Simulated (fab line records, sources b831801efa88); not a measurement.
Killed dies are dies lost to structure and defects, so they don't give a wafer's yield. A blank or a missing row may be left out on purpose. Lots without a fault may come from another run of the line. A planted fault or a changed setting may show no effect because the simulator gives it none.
fab line records | flow sfq_line
record lots=7 wafers=21 last_day=86
route steps=325 shown M2@98 I2@103
lots that met no fault: from a run of the same line without faults
start_h: hours from the record's first day to the start of the lot's first wafer shown | wait_h: hours since the lot's step before | " the same as in the row above | L1.1+2: a row that stands for several wafers | - no value, or no start given | * or withheld: withheld | < > ~ a bound
route shown NAME@n: a module of which the file shows steps, and the number in the route of the first | usual: mean/standard deviation of fault-free wafers | same: alike in all rows | chamber/n: place in a boat | sites: the reading at each site | _std_site: their standard deviation | _edge_site: outer sites' mean less inner sites' | radius_mm: how far each site lies from the wafer's centre | mask NAME#n: copy n | behind: the tool/chamber that last shaped the wafer | hold: why the lot was held/for how many hours/how that ended | device: the transistor (n, p or np) that didn't switch | end of line: the same wafers' tests at the end of the route | a step without rows: its recipe alone | killed: dies lost to structure and defects at the first sort, not the wafer's yield | map: a wafer's dies, x killed, . not, _ none there
set.NAME: the setting as run; set.NAME@STEP: as run at that earlier step | model.NAME: the simulator's own value behind a step, which no gauge read
lots at some steps of the route; a table a step, a row a wafer
services: from which hour (start_h, from the record's first day; less than 0 if before it) a tool's chamber was out of use, for how many hours, and why
## steps
# step SFQ_M2_OVL_MEAS_916
# usual M2_OVL=-4/6.3
# columns lot.wafer tool chamber start_h wait_h M2_OVL[nm]
L794.2 overlay-01 - 539.29 0.1 -5
L794.5 " - " " -4
L794.6 " - " " 3
L796.1 overlay-02 - 559.68 0.1 12
L796.3 " - " " 0
L796.4 " - " " 5
L797.1 overlay-02 - 568.08 0.1 -12
L797.2 " - " " -1
L797.5 " - " " -10
L798.4 overlay-02 - 572.90 0.1 -1
L798.5 " - " " 5
L798.6 " - " " 1
L802.1 overlay-02 - 577.68 0.1 -4
L802.2 " - " " 7
L802.5 " - " " 2
L808.4 overlay-02 - 584.90 0.1 -15
L808.5 " - " " -5
L808.6 " - " " -11
L813.2 overlay-02 - 590.89 0.1 -6
L813.4 " - " " -4
L813.5 " - " " -2
# step SFQ_TRILAYER_M2_BARC_OPEN_METAL_ETCH_077
# recipe mask_material=PR chemistry=O2 target_depth_nm=125 target=BARC icp_w=600 bias_w=80 pressure_mtorr=10 time_s=41.7
# step SFQ_TRILAYER_M2_ETCH_METAL_ETCH_060
# recipe target=Nb stop_on=SiO2 mask_material=PR chemistry=Cl2/Ar target_depth_nm=240 icp_w=600 bias_w=80 pressure_mtorr=10 time_s=120
# step SFQ_TRILAYER_M2_STRIP_STRIP_061
# recipe gas=O2 power_w=200 platen_temp_c=40 overash_fraction=0.65 chemistry=O2 pressure_mtorr=50
# usual drypump_motor_current_A=5.4/0.48 oes_product_au=0.999/0.0066
# same overash_fraction=0.65
# columns lot.wafer tool chamber start_h wait_h drypump_motor_current_A oes_product_au rf_hours_counter_h
L794.2 rie_metal-04 0 539.50 0.1 4.9 0.989 159
L794.5 " 1 " " 5.5 0.993 -
L794.6 " 0 " " 4.9 1.013 -
L796.1 rie_metal-01 0 559.90 0.1 5.3 0.996 155
L796.3 " 1 " " 5.4 0.996 -
L796.4 " 0 " " 5.3 0.989 -
L797.1 rie_metal-03 1 568.30 0.1 6.4 1.003 54
L797.2 " 0 " " 5.1 0.994 86
L797.5 " 1 " " 6.4 0.999 -
L798.4 rie_metal-04 0 573.30 0.2 4.9 1.001 -
L798.5 " 0 " " 4.9 0.998 -
L798.6 " 1 " " 5.5 0.994 -
L802.1 rie_metal-04 0 577.90 0.1 4.9 1.003 166
L802.2 " 1 " " 5.4 1.000 92
L802.5 " 1 " " 5.5 0.998 -
L808.4 rie_metal-04 0 585.30 0.2 4.9 0.998 -
L808.5 " 0 " " 4.9 0.996 -
L808.6 " 1 " " 5.5 0.997 -
L813.2 rie_metal-04 1 591.10 0.1 5.5 0.995 95
L813.4 " 0 " " 4.9 0.992 -
L813.5 " 1 " " 5.5 0.991 -
# step SFQ_TRILAYER_M2_STRIP_SOLV_CLEAN_062
# recipe chemistry=NMP temp_c=70 time_s=600
# step SFQ_TRILAYER_I2_DEP_PECVD_063
# recipe material=SiO2 temp_c=150 time_s=111.11 pressure_torr=2.4 rf_w=183.3 precursor=SiH4/N2O target_thk_nm=500
# usual heater_power_w=87/16 throttle_valve_pct=23.9/1.3
# columns lot.wafer tool chamber start_h wait_h heater_power_w throttle_valve_pct
L794.2 pecvd-01 2 540.28 0.0 68 24.6
L794.5 " 0 " " 91 24.0
L794.6 " 2 " " 73 24.6
L796.1 pecvd-03 2 560.68 0.0 120 23.6
L796.3 " 0 " " 100 24.3
L796.4 " 1 " " 73 26.8
L797.1 pecvd-03 0 569.09 0.0 101 24.5
L797.2 " 1 " " 70 26.6
L797.5 " 0 " " 84 24.2
L798.4 pecvd-01 1 573.92 0.0 77 23.0
L798.5 " 0 " " 92 24.1
L798.6 " 2 " " 71 24.7
L802.1 pecvd-02 2 578.68 0.0 71 23.1
L802.2 " 0 " " 73 23.1
L802.5 " 0 " " 77 23.1
L808.4 pecvd-01 0 585.92 0.0 81 23.9
L808.5 " 1 " " 76 22.7
L808.6 " 2 " " 74 24.8
L813.2 pecvd-01 1 591.88 0.0 85 22.8
L813.4 " 1 " " 91 22.7
L813.5 " 0 " " 97 24.0
# step SFQ_TRILAYER_I2_CMP_CMP_064
# recipe material=SiO2 down_force_psi=3 platen_rpm=60 pad_velocity_m_s=0.94248
# usual motor_current_A=9.8/0.98 platen_rpm=60.00/0.04 slurry_flow_ml_min=150.0/0.5 time_to_endpoint_s=216/6
# columns lot.wafer tool chamber start_h wait_h motor_current_A platen_rpm slurry_flow_ml_min time_to_endpoint_s
L794.2 cmp-02 0 552.64 12.3 9.4 59.98 150.2 217
L794.5 " 3 554.14 13.8 11.7 60.01 149.8 216
L794.6 " 0 " " 9.9 59.97 150.2 221
L796.4 cmp-01 2 581.70 20.9 8.9 60.02 150.6 217
L796.1 " 3 " " 8.8 60.03 149.7 213
L796.3 " 0 " " 10.0 59.88 150.3 210
L797.1 cmp-01 1 593.20 24.1 9.5 60.09 150.1 219
L797.2 " 3 594.20 25.1 8.9 60.00 150.7 215
L797.5 " 1 595.20 26.0 9.4 60.02 150.6 224
L798.4 cmp-01 0 600.20 26.2 9.7 60.12 150.3 220
L798.6 " 2 601.20 27.2 8.7 59.96 150.8 212
L798.5 " 3 " " 8.3 60.00 150.7 221
L802.1 cmp-01 1 608.20 29.5 9.5 59.96 150.4 210
L802.2 " 2 " " 9.2 59.98 150.1 209
L802.5 " 1 610.20 31.4 9.7 59.98 149.6 214
L808.4 cmp-01 2 622.15 36.2 8.6 60.03 150.0 231
L808.6 " 3 " " 9.1 59.97 149.8 223
L808.5 " 0 " " 10.4 60.08 150.3 213
L813.2 cmp-02 0 630.92 39.0 10.1 60.00 150.4 217
L813.4 " 1 " " 9.6 59.96 150.3 217
L813.5 " 0 632.92 41.0 9.8 60.02 150.6 220
# step SFQ_I2_BOW_MEAS_917
# recipe mode=bow
# usual I2_BOW=2/8.7
# columns lot.wafer tool chamber start_h wait_h I2_BOW[um]
L794.2 film_metro-02 - 555.16 2.0 -1
L794.5 " - " " 0
L794.6 " - " " 1
L796.1 film_metro-02 - 584.20 1.5 7
L796.3 " - " " 9
L796.4 " - " " 4
L797.1 film_metro-04 - 596.20 2.5 -8
L797.2 " - " " 3
L797.5 " - " " 12
L798.4 film_metro-02 - 602.26 1.6 18
L798.5 " - " " 18
L798.6 " - " " 9
L802.1 film_metro-02 - 611.20 2.5 3
L802.2 " - " " 1
L802.5 " - " " 1
L808.4 film_metro-02 - 623.71 1.1 -7
L808.5 " - " " -11
L808.6 " - " " 5
L813.2 film_metro-03 - 633.44 2.0 8
L813.4 " - " " 5
L813.5 " - " " 6
# step SFQ_TRILAYER_I2_METRO_MEASURE_065
# usual thk_nm=200.0/0.84
# columns lot.wafer tool chamber start_h wait_h thk_nm
L794.2 film_metro-02 - 555.46 0.3 200.0
L794.5 " - " " 199.4
L794.6 " - " " 199.2
L796.1 film_metro-02 - 584.32 0.1 200.5
L796.3 " - " " 198.4
L796.4 " - " " 200.5
L797.1 film_metro-04 - 596.32 0.1 199.9
L797.2 " - " " 199.5
L797.5 " - " " 200.0
L798.4 film_metro-02 - 602.92 0.6 199.0
L798.5 " - " " 199.6
L798.6 " - " " 200.3
L802.1 film_metro-02 - 611.32 0.1 200.8
L802.2 " - " " 201.1
L802.5 " - " " 201.7
L808.4 film_metro-02 - 624.37 0.6 199.7
L808.5 " - " " 200.5
L808.6 " - " " 199.7
L813.2 film_metro-03 - 633.74 0.3 199.7
L813.4 " - " " 201.4
L813.5 " - " " 200.7
# step SFQ_TRILAYER_I2_VIA_LITHO_COAT_072
# recipe resist=BARC spin_rpm=3000 resist_thk_nm=62
# step SFQ_TRILAYER_I2_VIA_LITHO_COAT_067
# recipe resist=KrF spin_rpm=3000 resist_thk_nm=650
# step SFQ_TRILAYER_I2_VIA_LITHO_SOFTBAKE_071
# recipe temp_c=withheld time_s=withheld resist=KrF
# step SFQ_TRILAYER_I2_VIA_LITHO_EXPOSE_068
# recipe mask_id=I2 na=0.6 source_shape=conventional sigma_outer=0.65 target_cd_nm=500 dose_mj=21.3
# columns lot.wafer tool chamber start_h wait_h mask
L794.2+5+6 krf_scanner-02 0 563.34 - I2#0
L796.1+3+4 krf_scanner-01 0 601.49 - I2#0
L797.1+2+5 krf_scanner-01 0 602.69 - I2#0
L798.4+5+6 krf_scanner-01 0 606.89 - I2#0
L802.1+2+5 krf_scanner-01 0 745.04 - I2#0
L808.4+5+6 krf_scanner-01 0 760.04 - I2#0
L813.2+4+5 krf_scanner-01 0 771.64 - I2#0
# step SFQ_TRILAYER_I2_VIA_LITHO_PEB_070
# recipe peb_temp_c=115 peb_time_s=60 resist=KrF
# step SFQ_TRILAYER_I2_VIA_LITHO_DEVELOP_069
# recipe time_s=60 resist=KrF
# step SFQ_I2_OVL_MEAS_918
# usual I2_OVL=1/6.3
# columns lot.wafer tool chamber start_h wait_h I2_OVL[nm]
L794.2 overlay-01 - 564.64 0.1 8
L794.5 " - " " 8
L794.6 " - " " 13
L796.1 overlay-02 - 602.99 0.1 -6
L796.3 " - " " 3
L796.4 " - " " 9
L797.1 overlay-02 - 604.19 0.1 2
L797.2 " - " " 5
L797.5 " - " " 4
L798.4 overlay-01 - 607.81 0.1 -11
L798.5 " - " " -15
L798.6 " - " " -4
L802.1 overlay-01 - 746.54 0.1 -3
L802.2 " - " " 0
L802.5 " - " " -10
L808.4 overlay-02 - 760.96 0.1 8
L808.5 " - " " 11
L808.6 " - " " 8
L813.2 overlay-01 - 772.94 0.1 6
L813.4 " - " " 11
L813.5 " - " " 18
# step SFQ_TRILAYER_I2_VIA_BARC_OPEN_VIA_ETCH_096
# recipe mask_material=PR chemistry=O2 target_depth_nm=125 target=BARC source_w=500 bias_w=80 pressure_mtorr=30 time_s=41.7
# usual drypump_motor_current_A=5.6/0.43 oes_product_au=0.685/0.0044
# columns lot.wafer tool chamber start_h wait_h drypump_motor_current_A oes_product_au rf_hours_counter_h model.I2.cd_nm
L794.2 rie_diel-01 1 564.67 0.0 5.1 0.682 8 500.8
L794.5 " 0 " " 5.5 0.681 - 501.1
L794.6 " 1 " " 5.1 0.682 - 502.3
L796.1 rie_diel-03 3 603.03 0.0 4.8 0.675 21 513.1
L796.3 " 1 " " 6.6 0.690 6 513.2
L796.4 " 3 " " 4.8 0.692 - 512
L797.1 rie_diel-02 1 604.23 0.0 5.5 0.687 1 515.9
L797.2 " 3 " " 5.6 0.689 1 500
L797.5 " 2 " " 6.0 0.689 - 501
L798.4 rie_diel-03 3 607.85 0.0 4.8 0.685 - 515.5
L798.5 " 2 " " 5.7 0.690 - 500.6
L798.6 " 1 " " 6.6 0.687 - 500.5
L802.1 rie_diel-02 3 746.57 0.0 5.6 0.680 3 499.2
L802.2 " 0 " " 5.8 0.687 52 499.9
L802.5 " 3 " " 5.6 0.680 - 500.1
L808.4 rie_diel-01 0 760.97 0.0 5.5 0.688 1 499.7
L808.5 " 3 " " 5.9 0.685 - 502.6
L808.6 " 0 " " 5.5 0.685 - 499.3
L813.2 rie_diel-03 1 772.97 0.0 6.6 0.682 8 501.8
L813.4 " 0 " " 5.7 0.681 3 499.5
L813.5 " 3 " " 4.8 0.681 - 500.7
# step SFQ_TRILAYER_I2_VIA_ETCH_VIA_ETCH_070
# recipe target=SiO2 stop_on=Nb mask_material=PR taper_deg=20 chemistry=CHF3 target_depth_nm=260 source_w=500 bias_w=80 pressure_mtorr=30 time_s=withheld
# usual drypump_motor_current_A=5.6/0.43 oes_product_au=0.855/0.0051
# columns lot.wafer tool chamber start_h wait_h drypump_motor_current_A oes_product_au model.I2.cd_nm
L794.2 rie_diel-01 1 564.71 0.0 5.1 0.848 500.5
L794.5 " 0 " " 5.5 0.860 502
L794.6 " 1 " " 5.1 0.849 501.8
L796.1 rie_diel-03 3 603.07 0.0 4.8 0.853 512.6
L796.3 " 1 " " 6.6 0.852 512.7
L796.4 " 3 " " 4.7 0.858 512.5
L797.1 rie_diel-02 1 604.27 0.0 5.4 0.849 515
L797.2 " 3 " " 5.6 0.860 499.7
L797.5 " 2 " " 6.0 0.854 501.4
L798.4 rie_diel-03 3 607.92 0.1 4.8 0.850 516.1
L798.5 " 2 " " 5.7 0.850 499.7
L798.6 " 1 " " 6.5 0.859 500.5
L802.1 rie_diel-02 3 746.61 0.0 5.6 0.862 497.9
L802.2 " 0 " " 5.8 0.859 499.5
L802.5 " 3 " " 5.6 0.854 498.9
L808.4 rie_diel-01 0 761.01 0.0 5.4 0.852 501.7
L808.5 " 3 " " 5.9 0.857 503.2
L808.6 " 0 " " 5.5 0.855 501.2
L813.2 rie_diel-03 1 773.01 0.0 6.6 0.859 502.3
L813.4 " 0 " " 5.8 0.861 498.7
L813.5 " 3 " " 4.8 0.851 501
# step SFQ_TRILAYER_I2_VIA_STRIP_STRIP_071
# recipe gas=O2 power_w=200 platen_temp_c=40 overash_fraction=0.65 chemistry=O2 pressure_mtorr=50
# usual drypump_motor_current_A=5.6/0.47 oes_product_au=0.997/0.0073
# same overash_fraction=0.65
# columns lot.wafer tool chamber start_h wait_h drypump_motor_current_A oes_product_au rf_hours_counter_h
L794.2 rie_metal-02 1 564.83 - 5.7 0.986 98
L794.5 " 1 " " 5.7 1.004 -
L794.6 " 0 " " 5.5 1.000 -
L796.1 rie_metal-04 1 603.18 - 5.5 0.995 97
L796.3 " 1 " " 5.4 0.999 -
L796.4 " 1 " " 5.4 0.996 -
L797.1 rie_metal-03 0 604.38 - 5.1 0.988 94
L797.2 " 1 " " 6.4 1.001 61
L797.5 " 0 " " 5.1 1.007 -
L798.4 rie_metal-04 1 608.58 - 5.4 0.999 -
L798.5 " 1 " " 5.4 0.994 -
L798.6 " 1 " " 5.5 0.996 -
L802.1 rie_metal-02 1 746.73 - 5.7 0.999 123
L802.2 " 0 " " 5.5 0.988 87
L802.5 " 1 " " 5.7 0.993 -
L808.4 rie_metal-04 0 761.33 - 4.9 0.995 -
L808.5 " 0 " " 4.9 1.003 -
L808.6 " 1 " " 5.5 0.996 -
L813.2 rie_metal-03 0 773.13 - 5.1 1.001 117
L813.4 " 0 " " 5.1 1.007 -
L813.5 " 1 " " 6.4 0.996 -
## services
# columns tool chamber start_h hours kind
rie_diel-03 - 525.03 1.1 repair
cmp-01 - 548.73 2.5 repair
rie_diel-03 - 551.62 0.7 repair
rie_diel-03 2 593.60 9.3 repair
film_metro-02 - 606.83 0.7 pm
film_metro-02 - 612.59 2.4 pm
krf_scanner-01 - 615.90 2.9 repair
rie_diel-03 - 618.74 0.5 repair
film_metro-02 - 619.42 2.8 pm
krf_scanner-01 - 625.23 0.6 repair
rie_diel-03 - 634.55 0.2 repair
rie_metal-04 1 646.70 8.3 repair
film_metro-02 - 652.72 7.9 repair
cmp-01 - 656.84 1.0 repair
rie_diel-03 - 659.72 1.7 repair
rie_metal-04 1 663.43 10.3 repair
krf_scanner-01 - 663.49 0.8 pm
krf_scanner-01 - 664.24 3.6 pm
krf_scanner-01 - 691.92 1.3 pm
krf_scanner-01 - 699.22 1.0 pm
film_metro-02 - 702.59 3.8 pm
krf_scanner-01 - 711.02 4.0 pm
rie_diel-03 0 730.55 4.3 repair
rie_diel-03 - 758.82 2.8 pm
## key
first_sign none at tools or gauges
model_effect step=SFQ_TRILAYER_I2_VIA_BARC_OPEN_VIA_ETCH_096 value=I2.cd_nm without=499.1 struck=513.9
model_effect step=SFQ_TRILAYER_I2_VIA_ETCH_VIA_ETCH_070 value=I2.cd_nm without=498.9 struck=513.8
met_at SFQ_TRILAYER_I2_VIA_LITHO_EXPOSE_068
struck_wafers L796.1,L796.3,L796.4,L797.1,L798.4
fault kind=process_parameter_drift tool=krf_scanner-01 chamber=- onset_h=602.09 steps=SFQ_TRILAYER_I2_VIA_LITHO_EXPOSE_068 channel=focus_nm offset=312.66 shape=step end_h=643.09 scope=struck_wafers_only
